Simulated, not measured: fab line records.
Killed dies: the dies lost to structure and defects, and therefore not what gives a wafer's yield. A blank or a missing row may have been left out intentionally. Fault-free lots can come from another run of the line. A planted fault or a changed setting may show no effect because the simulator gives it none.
The tool behind it: which one? || flow gf180mcu || 12 lots, 36 wafers sampled, at 5 steps of a route of 602

== WHAT THE GAUGES SHOWED, per wafer ==
GF_M2_OVL_MEAS_15. Usual: M2_OVL gives 3 nm (standard deviation 6.1).
{"lot": "L128", "measured": "day 19 01:55", "on": "overlay-02", "M2_OVL (nm)": "2 1 1", "flag": ""}
{"lot": "L130", "measured": "day 20 01:52", "on": "overlay-02", "M2_OVL (nm)": "5 11 7", "flag": ""}
{"lot": "L131", "measured": "day 20 18:33", "on": "overlay-02", "M2_OVL (nm)": "-3 -4 0", "flag": ""}
{"lot": "L132", "measured": "day 20 23:37", "on": "overlay-01", "M2_OVL (nm)": "7 3 1", "flag": ""}
{"lot": "L133", "measured": "day 21 06:37", "on": "overlay-02", "M2_OVL (nm)": "9 4 7", "flag": ""}
{"lot": "L140", "measured": "day 23 15:20", "on": "overlay-01", "M2_OVL (nm)": "4 -2 3", "flag": ""}
{"lot": "L144", "measured": "day 25 00:22", "on": "overlay-02", "M2_OVL (nm)": "0 0 3", "flag": ""}
{"lot": "L145", "measured": "day 25 14:58", "on": "overlay-02", "M2_OVL (nm)": "-9 6 12", "flag": ""}
{"lot": "L147", "measured": "day 25 23:04", "on": "overlay-02", "M2_OVL (nm)": "-6 1 0", "flag": ""}
{"lot": "L148", "measured": "day 26 04:07", "on": "overlay-01", "M2_OVL (nm)": "0 -1 -2", "flag": ""}
{"lot": "L149", "measured": "day 26 15:10", "on": "overlay-02", "M2_OVL (nm)": "3 15 5", "flag": ""}
{"lot": "L150", "measured": "day 26 21:05", "on": "overlay-02", "M2_OVL (nm)": "8 6 11", "flag": ""}

GF_V2_BOW_MEAS_05. Usual: V2_BOW gives 98 um (standard deviation 7.7).
{"lot": "L128", "measured": "day 19 03:13", "on": "film-metro-03", "V2_BOW (um)": "105 96 108", "flag": ""}
{"lot": "L130", "measured": "day 20 03:07", "on": "film-metro-02", "V2_BOW (um)": "99 88 93", "flag": ""}
{"lot": "L131", "measured": "day 20 19:50", "on": "film-metro-02", "V2_BOW (um)": "83 93 94", "flag": ""}
{"lot": "L132", "measured": "day 21 00:52", "on": "film-metro-02", "V2_BOW (um)": "101 99 102", "flag": ""}
{"lot": "L133", "measured": "day 21 08:00", "on": "film-metro-02", "V2_BOW (um)": "89 102 92", "flag": ""}
{"lot": "L140", "measured": "day 23 18:32", "on": "film-metro-02", "V2_BOW (um)": "95 100 91", "flag": ""}
{"lot": "L144", "measured": "day 25 01:44", "on": "film-metro-04", "V2_BOW (um)": "104 87 94", "flag": ""}
{"lot": "L145", "measured": "day 25 16:33", "on": "film-metro-02", "V2_BOW (um)": "92 101 91", "flag": ""}
{"lot": "L147", "measured": "day 26 00:20", "on": "film-metro-04", "V2_BOW (um)": "104 109 110", "flag": ""}
{"lot": "L148", "measured": "day 26 05:32", "on": "film-metro-04", "V2_BOW (um)": "91 100 102", "flag": ""}
{"lot": "L149", "measured": "day 26 16:26", "on": "film-metro-02", "V2_BOW (um)": "97 99 101", "flag": ""}
{"lot": "L150", "measured": "day 26 22:26", "on": "film-metro-03", "V2_BOW (um)": "101 110 102", "flag": ""}

GF_V2_CD_MEAS_14: target cd 260 nm. Usual: cd-nm 259.8 nm, standard deviation 1.2.
{"lot": "L128", "measured": "day 20 03:29", "on": "cd-sem-02", "cd-nm (nm)": "261.6 259.4 260.5", "flag": ""}
{"lot": "L130", "measured": "day 21 03:03", "on": "cd-sem-02", "cd-nm (nm)": "258.7 258.6 258.6", "flag": ""}
{"lot": "L131", "measured": "day 21 19:25", "on": "cd-sem-01", "cd-nm (nm)": "260.6 261.9 260.5", "flag": ""}
{"lot": "L132", "measured": "day 22 00:10", "on": "cd-sem-01", "cd-nm (nm)": "260.8 260.2 260.2", "flag": ""}
{"lot": "L133", "measured": "day 22 07:29", "on": "cd-sem-01", "cd-nm (nm)": "258.8 258.8 258.7", "flag": ""}
{"lot": "L140", "measured": "day 24 17:22", "on": "cd-sem-02", "cd-nm (nm)": "258.6 257.8 257.9", "flag": ""}
{"lot": "L144", "measured": "day 25 23:10", "on": "cd-sem-02", "cd-nm (nm)": "253.8 254.3 252.9", "flag": "OFF"}
{"lot": "L145", "measured": "day 26 13:56", "on": "cd-sem-02", "cd-nm (nm)": "254.9 253.9 254.2", "flag": "OFF"}
{"lot": "L147", "measured": "day 26 21:07", "on": "cd-sem-01", "cd-nm (nm)": "261.8 261.9 260.8", "flag": ""}
{"lot": "L148", "measured": "day 27 01:08", "on": "cd-sem-01", "cd-nm (nm)": "258.3 256.9 257.5", "flag": ""}
{"lot": "L149", "measured": "day 27 12:22", "on": "cd-sem-02", "cd-nm (nm)": "260.9 261.0 260.1", "flag": ""}
{"lot": "L150", "measured": "day 27 18:20", "on": "cd-sem-02", "cd-nm (nm)": "258.2 259.6 259.5", "flag": ""}

== TOOL THAT RAN EACH LOT (tool first, then ch and the chambers of the sampled wafers, then the start) ==
{"lot": "L128", "GF_M2_METAL_ETCH_16": "rie-metal-01 ch 0,1, day 19 01:59", "GF_V2_PEB_12": "litho-track-04 ch 0, day 20 03:10"}
{"lot": "L130", "GF_M2_METAL_ETCH_16": "rie-metal-01 ch 0, day 20 01:53", "GF_V2_PEB_12": "litho-track-04 ch 0, day 21 02:42"}
{"lot": "L131", "GF_M2_METAL_ETCH_16": "rie-metal-01 ch 0,1, day 20 18:35", "GF_V2_PEB_12": "litho-track-04 ch 0, day 21 19:05"}
{"lot": "L132", "GF_M2_METAL_ETCH_16": "rie-metal-04 ch 0,1, day 20 23:39", "GF_V2_PEB_12": "litho-track-01 ch 0, day 21 23:49"}
{"lot": "L133", "GF_M2_METAL_ETCH_16": "rie-metal-02 ch 0, day 21 06:38", "GF_V2_PEB_12": "litho-track-03 ch 0, day 22 07:08"}
{"lot": "L140", "GF_M2_METAL_ETCH_16": "rie-metal-02 ch 0,1, day 23 15:22", "GF_V2_PEB_12": "litho-track-04 ch 0, day 24 17:02"}
{"lot": "L144", "GF_M2_METAL_ETCH_16": "rie-metal-02 ch 0,1, day 25 00:26", "GF_V2_PEB_12": "litho-track-01 ch 0, day 25 22:50"}
{"lot": "L145", "GF_M2_METAL_ETCH_16": "rie-metal-01 ch 0, day 25 15:02", "GF_V2_PEB_12": "litho-track-01 ch 0, day 26 13:36"}
{"lot": "L147", "GF_M2_METAL_ETCH_16": "rie-metal-02 ch 0,1, day 25 23:05", "GF_V2_PEB_12": "litho-track-04 ch 0, day 26 20:47"}
{"lot": "L148", "GF_M2_METAL_ETCH_16": "rie-metal-01 ch 1, day 26 04:14", "GF_V2_PEB_12": "litho-track-03 ch 0, day 27 00:48"}
{"lot": "L149", "GF_M2_METAL_ETCH_16": "rie-metal-02 ch 0,1, day 26 15:11", "GF_V2_PEB_12": "litho-track-04 ch 0, day 27 12:02"}
{"lot": "L150", "GF_M2_METAL_ETCH_16": "rie-metal-01 ch 1, day 26 21:07", "GF_V2_PEB_12": "litho-track-03 ch 0, day 27 17:59"}
- GF_M2_METAL_ETCH_16: etches the open film in Cl2/BCl3, stops on SiO2, target depth 750.8 nm, time 125.1 s.
- GF_V2_PEB_12: peb time 90 s.

== AS READ BY THE TOOLS THEMSELVES (means over the sampled wafers that have a number; for cases with no such wafer, the mark the record gives instead) ==
GF_M2_METAL_ETCH_16. Usual: drypump-motor-current-A 5.6 A, standard deviation 0.56; mfc-cl2-sccm 80.03 sccm, standard deviation 0.24; oes-product-au 0.992 a.u., standard deviation 0.006; throttle-valve-pct 28.228 %, standard deviation 0.0099.
{"lot": "L128", "tool": "rie-metal-01", "drypump-motor-current-A (A)": 6.2, "mfc-cl2-sccm (sccm)": 80.02, "oes-product-au (a.u.)": 0.995, "throttle-valve-pct (%)": 28.220, "flag": ""}
{"lot": "L130", "tool": "rie-metal-01", "drypump-motor-current-A (A)": 6.2, "mfc-cl2-sccm (sccm)": 79.94, "oes-product-au (a.u.)": 0.994, "throttle-valve-pct (%)": 28.226, "flag": ""}
{"lot": "L131", "tool": "rie-metal-01", "drypump-motor-current-A (A)": 6.2, "mfc-cl2-sccm (sccm)": 80.06, "oes-product-au (a.u.)": 0.995, "throttle-valve-pct (%)": 28.227, "flag": ""}
{"lot": "L132", "tool": "rie-metal-04", "drypump-motor-current-A (A)": 4.9, "mfc-cl2-sccm (sccm)": 79.88, "oes-product-au (a.u.)": 0.985, "throttle-valve-pct (%)": 28.236, "flag": ""}
{"lot": "L133", "tool": "rie-metal-02", "drypump-motor-current-A (A)": 5.3, "mfc-cl2-sccm (sccm)": 80.20, "oes-product-au (a.u.)": 0.988, "throttle-valve-pct (%)": 28.235, "flag": ""}
{"lot": "L140", "tool": "rie-metal-02", "drypump-motor-current-A (A)": 5.2, "mfc-cl2-sccm (sccm)": 80.18, "oes-product-au (a.u.)": 0.988, "throttle-valve-pct (%)": 28.223, "flag": ""}
{"lot": "L144", "tool": "rie-metal-02", "drypump-motor-current-A (A)": 5.2, "mfc-cl2-sccm (sccm)": 80.14, "oes-product-au (a.u.)": 0.989, "throttle-valve-pct (%)": 28.231, "flag": ""}
{"lot": "L145", "tool": "rie-metal-01", "drypump-motor-current-A (A)": 6.2, "mfc-cl2-sccm (sccm)": 79.95, "oes-product-au (a.u.)": 0.996, "throttle-valve-pct (%)": 28.218, "flag": ""}
{"lot": "L147", "tool": "rie-metal-02", "drypump-motor-current-A (A)": 5.2, "mfc-cl2-sccm (sccm)": 79.92, "oes-product-au (a.u.)": 0.990, "throttle-valve-pct (%)": 28.224, "flag": ""}
{"lot": "L148", "tool": "rie-metal-01", "drypump-motor-current-A (A)": 6.3, "mfc-cl2-sccm (sccm)": 80.18, "oes-product-au (a.u.)": 0.995, "throttle-valve-pct (%)": 28.230, "flag": ""}
{"lot": "L149", "tool": "rie-metal-02", "drypump-motor-current-A (A)": 5.2, "mfc-cl2-sccm (sccm)": 80.08, "oes-product-au (a.u.)": 0.987, "throttle-valve-pct (%)": 28.237, "flag": ""}
{"lot": "L150", "tool": "rie-metal-01", "drypump-motor-current-A (A)": 6.2, "mfc-cl2-sccm (sccm)": 79.99, "oes-product-au (a.u.)": 0.997, "throttle-valve-pct (%)": 28.209, "flag": ""}

GF_V2_PEB_12. Usual: exhaust-pa 44.8 Pa, standard deviation 0.95; heater-power-total-W 85.70 W, standard deviation 0.081; resist-line-temp-C 23.01 C, standard deviation 0.11.
{"lot": "L128", "tool": "litho-track-04", "exhaust-pa (Pa)": 42.9, "heater-power-total-W (W)": 85.69, "resist-line-temp-C (C)": 22.93, "flag": ""}
{"lot": "L130", "tool": "litho-track-04", "exhaust-pa (Pa)": 44.7, "heater-power-total-W (W)": 85.67, "resist-line-temp-C (C)": 22.96, "flag": ""}
{"lot": "L131", "tool": "litho-track-04", "exhaust-pa (Pa)": 44.8, "heater-power-total-W (W)": 85.71, "resist-line-temp-C (C)": 22.90, "flag": ""}
{"lot": "L132", "tool": "litho-track-01", "exhaust-pa (Pa)": 45.4, "heater-power-total-W (W)": 85.78, "resist-line-temp-C (C)": 23.03, "flag": ""}
{"lot": "L133", "tool": "litho-track-03", "exhaust-pa (Pa)": 45.0, "heater-power-total-W (W)": 85.65, "resist-line-temp-C (C)": 22.91, "flag": ""}
{"lot": "L140", "tool": "litho-track-04", "exhaust-pa (Pa)": 44.7, "heater-power-total-W (W)": 85.74, "resist-line-temp-C (C)": 23.18, "flag": ""}
{"lot": "L144", "tool": "litho-track-01", "exhaust-pa (Pa)": 45.2, "heater-power-total-W (W)": 92.13, "resist-line-temp-C (C)": 22.80, "flag": "OFF"}
{"lot": "L145", "tool": "litho-track-01", "exhaust-pa (Pa)": 45.7, "heater-power-total-W (W)": 92.13, "resist-line-temp-C (C)": 22.91, "flag": "OFF"}
{"lot": "L147", "tool": "litho-track-04", "exhaust-pa (Pa)": 44.8, "heater-power-total-W (W)": 85.62, "resist-line-temp-C (C)": 23.11, "flag": ""}
{"lot": "L148", "tool": "litho-track-03", "exhaust-pa (Pa)": 44.2, "heater-power-total-W (W)": 85.63, "resist-line-temp-C (C)": 23.08, "flag": ""}
{"lot": "L149", "tool": "litho-track-04", "exhaust-pa (Pa)": 43.8, "heater-power-total-W (W)": 85.79, "resist-line-temp-C (C)": 23.04, "flag": ""}
{"lot": "L150", "tool": "litho-track-03", "exhaust-pa (Pa)": 44.7, "heater-power-total-W (W)": 85.60, "resist-line-temp-C (C)": 23.11, "flag": ""}

== THE ANSWER, worked out from the rows above alone ==
Rule: a lot is off if the mean of its wafers that have a number lies more than 3 standard deviations from the usual mean. A lot without any number at a reading at which 4 lots or more have one is off too. All remaining lots with rows at the step are treated as sound. After the gauges, taken in route order, come the tools' own readings; for these a lot's mean is taken, as printed above. At the first step where some lot is off, the reading lying furthest off is the one used; lots without a number count as furthest.
Off: L144, L145 (GF_V2_CD_MEAS_14, cd-nm).
A tool fits if, at a process step before that reading, it ran every lot that is off, and no sound lot after the first of them. The gauges at GF_V2_CD_MEAS_14 aren't tried: what is off there is off at GF_V2_PEB_12 too, on other tools, and a gauge's error can't cause that. One candidate fits, namely litho-track-01 at GF_V2_PEB_12. A fault onset in the window from L132 (day 21 23:49, its last sound lot) to L144 (day 25 22:50, its first lot off) fits.
The tool's own readings at GF_V2_PEB_12 bear it out: on the lots that are off they differ by more than 5 times the standard deviation of the sound lots' means. heater-power-total-W reads 92.13 W there against 85.69 W on the sound lots.

== WHAT THE SIMULATOR HAD INSERTED ==
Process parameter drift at GF_V2_PEB_12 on litho-track-01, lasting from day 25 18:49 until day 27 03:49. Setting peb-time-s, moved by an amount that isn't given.
Struck lots among those shown: L144, L145. The same result came from the rule above.
